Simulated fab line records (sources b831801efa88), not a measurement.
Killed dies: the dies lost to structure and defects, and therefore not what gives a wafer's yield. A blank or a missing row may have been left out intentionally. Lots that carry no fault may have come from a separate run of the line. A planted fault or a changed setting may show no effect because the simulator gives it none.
8D (eight disciplines) problem report, filled in by code	flow gf180mcu	the parts of the form that need people (team, actions taken, sign-off) are left out

## 1. THE PROBLEM
V4_CVD_02_THK at GF_V4_THK_MEAS_03 reads a mean of 641 nm on 1 wafer of 1 lot; wafers without a fault read 852 nm with a standard deviation of 13. That is -16 standard deviations from the usual mean.
First seen on wafer L319.3, day 29 05:32, on film_metro-01. Wafers with a number at this step in the record: 38, from 13 lots. Rule for "out", or "out of limits": more than 4 standard deviations from the usual mean. The other wafers with a number count as sound.

## 2. WHAT IT IS AND WHAT IT IS NOT
question	is	is not
which readings at this step	V4_CVD_02_THK	-
which lots	L319	L301, L302, L304, L305, L306, L307, L308, L309, L310, L311, L312, L313
which wafers of those lots	L319.3	L319.6
read on which gauges	film_metro-01	film_metro-03, film_metro-04
when	from day 29 05:32	up to then (37 sound wafers)

## 3. SUSPECTS, AND WHAT RULES EACH OUT
Counting: if a tool at a process step up to the reading ran every lot that is out, it stays a suspect. Sound lots after the first of them don't rule it out here, since some wafers of a struck lot are sound.
- the gauge at GF_V4_THK_MEAS_03 is ruled out. All the wafers that are out were read on film_metro-01, but those of them that GF_V4_CMP_04 has rows for are out there too, on other tools.
- pvd_sputter-01 at GF_V3_SPUTTER_22 (material TiN, target thk 10 nm, time 40 s): kept. It processed L319, the lot that is out, at day 28 08:14, and its most recent sound lot before then was L307 at day 24 15:31.
- pvd_sputter-02 at GF_M4_SPUTTER_04 (material TiN, target thk 50 nm, time 41.7 s): kept. It processed L319, the lot that is out, at day 28 09:03, and its most recent sound lot before then was L312 at day 26 15:21.
- pecvd-04 at GF_V4_CVD_02 (deposits SiO2 from TEOS, target thk 850 nm, time 94.851 s): kept. It processed L319, the lot that is out, at day 29 05:26, and its most recent sound lot before then was L312 at day 27 13:14.
- At GF_V4_CVD_02 on pecvd-04, chamber 1 took the sound wafers of the same lots and chamber 0 took the wafers that are out.
The count leaves pvd_sputter-01 at GF_V3_SPUTTER_22, pvd_sputter-02 at GF_M4_SPUTTER_04, and pecvd-04 at GF_V4_CVD_02.

## 4. THE CAUSE (what the simulator had put in)
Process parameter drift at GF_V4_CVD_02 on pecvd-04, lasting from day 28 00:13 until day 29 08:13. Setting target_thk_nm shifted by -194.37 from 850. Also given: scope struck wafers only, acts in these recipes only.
Counting left 3 suspects, and this tool is among them.

## 5. THE CHAIN OF EFFECTS, in route order
Rows list readings where the struck wafers' mean (over those with a number) sits beyond 3 standard deviations from the usual. Scope: only readings with a usual standard deviation given in the record; hours: median across lots of the time from each lot's start at the first step in this table that gives one to its start at this step; sigmas: change in usual standard deviations.
hours	step	reading	usual	on struck wafers	change	sigmas
0	GF_V4_THK_MEAS_03	V4_CVD_02_THK	852 nm	641	-211	-16
0	GF_V4_CMP_04	time_to_endpoint_s	80 s	5	-75	-12
Its process steps:
- GF_V4_CMP_04: polishes SiO2.
At these later measuring or inspecting steps, every struck wafer for which the step has a row has a number for every such reading, and none has moved that far: GF_V4_OVL_MEAS_15.

## 6. WHAT WOULD HAVE CAUGHT IT SOONER
29 hours passed between the start of the fault at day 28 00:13 and the first reading out of limits at a measuring or inspecting step in this record, taken at day 29 05:32.
An alarm limit of 4 standard deviations would not have fired on the tool readings at GF_V4_CVD_02 for which the record gives a usual standard deviation, since none of them was out on any struck wafer.
The start of GF_V4_CVD_02 on pecvd-04 came by day 29 05:32 for every one of the lots that are out (1). A hold on the tool at that time would have spared none of them.
